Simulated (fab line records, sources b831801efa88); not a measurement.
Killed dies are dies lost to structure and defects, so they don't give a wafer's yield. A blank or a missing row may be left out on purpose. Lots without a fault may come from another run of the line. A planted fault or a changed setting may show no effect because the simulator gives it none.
Chamber matching | flow sky130 | SKY_CONTACT_ETCH_17 on rie_diel-04: 4 sister chambers
The step etches SiO2 in C4F8/O2/Ar, stops on Si3N4, target depth 340 nm. 7 wafers are shown with their chamber, then 7 later ones without.

WAFERS WITH THEIR CHAMBER
wafer  | chamber | oes_product_au (a.u.)
L827.5 | 2       | 0.889
L829.2 | 3       | 0.897
L830.2 | 3       | 0.886
L830.4 | 1       | 0.893
L830.6 | 0       | 0.887
L843.2 | 1       | 0.898
L843.3 | 0       | 0.890

WAFERS WITHOUT THEIR CHAMBER
wafer  | oes_product_au (a.u.)
L843.5 | 0.889
L845.4 | 0.901
L845.5 | 0.897
L845.6 | 0.886
L846.1 | 0.890
L846.2 | 0.895
L846.5 | 0.892

WHICH CHAMBER EACH WENT THROUGH
wafer  | from the rows above               | in truth
L843.5 | can't be placed: 2 or 0 or 3 or 1 | 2
L845.4 | can't be placed: 1 or 3 or 2 or 0 | 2
L845.5 | can't be placed: 1 or 3 or 2 or 0 | 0
L845.6 | can't be placed: 0 or 2 or 3 or 1 | 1
L846.1 | can't be placed: 2 or 0 or 3 or 1 | 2
L846.2 | can't be placed: 1 or 3 or 2 or 0 | 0
L846.5 | can't be placed: 3 or 2 or 0 or 1 | 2
Placed correctly: 0 of 7. Can't be placed from these rows: 7 (the true chamber is among the candidates in 7). Placed wrongly: 0.
How it was worked out, from the rows above alone: a wafer's distance from a chamber is the root of the sum, over the readings, of the square of ((its reading less the chamber's mean) divided by the reading's scatter). The wafer belongs to the nearest chamber; if the next one is less than 2 further off, it can't be placed. A chamber's mean is the mean of its shown wafers. The scatter: the root of (the sum of the squares of (reading less its chamber's mean) over the shown wafers, divided by (wafers less chambers)).
